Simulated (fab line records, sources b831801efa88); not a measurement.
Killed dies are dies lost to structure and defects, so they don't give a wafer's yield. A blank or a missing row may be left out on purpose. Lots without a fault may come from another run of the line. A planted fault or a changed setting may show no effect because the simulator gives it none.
Which tool did it? | flow sky130 | 14 lots, 42 wafers sampled, at 1 step of a route of 708

WHAT THE GAUGES READ, wafer by wafer
SKY_SD_N_RS_MEAS_18: measures by four-point-probe.
lot  | measured     | on            | RES_XHIGH_RS (ohm/sq)
L915 | day 28 06:17 | film_metro-04 | 334.6 333.3 333.6
L919 | day 29 08:46 | film_metro-04 | 331.0 332.1 331.1
L920 | day 29 12:54 | film_metro-03 | 331.9 331.3 330.8
L921 | day 30 12:52 | film_metro-02 | 331.9 332.8 332.4
L923 | day 30 13:30 | film_metro-04 | 331.5 333.5 332.9
L926 | day 31 14:20 | film_metro-04 | 333.2 332.9 333.3
L927 | day 31 19:04 | film_metro-04 | 334.3 334.7 335.0
L929 | day 32 15:04 | film_metro-02 | 334.6 334.1 333.7
L930 | day 32 22:19 | film_metro-04 | 332.0 334.3 334.5
L931 | day 33 11:59 | film_metro-04 | 332.0 332.7 332.4
L932 | day 33 15:19 | film_metro-03 | 334.8 334.6 334.9
L935 | day 34 17:11 | film_metro-02 | 331.7 332.2 332.6
L937 | day 34 23:37 | film_metro-03 | 332.9 335.5 332.5
L938 | day 35 19:49 | film_metro-04 | 332.8 333.6 333.1

WHICH TOOL RAN EACH LOT (tool, then ch and the chambers of the sampled wafers, then the start)
The record holds no process step before these readings.

WHAT THE TOOLS THEMSELVES READ (means of the sampled wafers that have a number; where no wafer has one, the mark that the record gives instead)
The record holds no such reading with a usual standard deviation.

THE ANSWER, worked out from the rows above alone
Rule: what is usual is taken from the lots themselves. Put in order of their means at a reading, lots are off if they are a third of the lots or fewer, leave a main group of 4 or more, and stand apart from it by a gap of 3 or more times the standard deviation of the main group's means; of several such gaps the widest counts. A main group whose means are all the same, to the digits that the tables above print for the reading, isn't used. A lot without any number at a reading at which 4 lots or more have one is off too. The other lots that the step has rows for count as sound. The gauges are gone through in route order, then the tools' own readings, and for those a lot's mean is taken as printed above. The first step at which some lot is off is used, and at that step the reading that is off furthest; a lot without a number counts as furthest.
No lot is off at any reading shown: from this, nothing can be told.

WHAT THE SIMULATOR HAD PUT IN
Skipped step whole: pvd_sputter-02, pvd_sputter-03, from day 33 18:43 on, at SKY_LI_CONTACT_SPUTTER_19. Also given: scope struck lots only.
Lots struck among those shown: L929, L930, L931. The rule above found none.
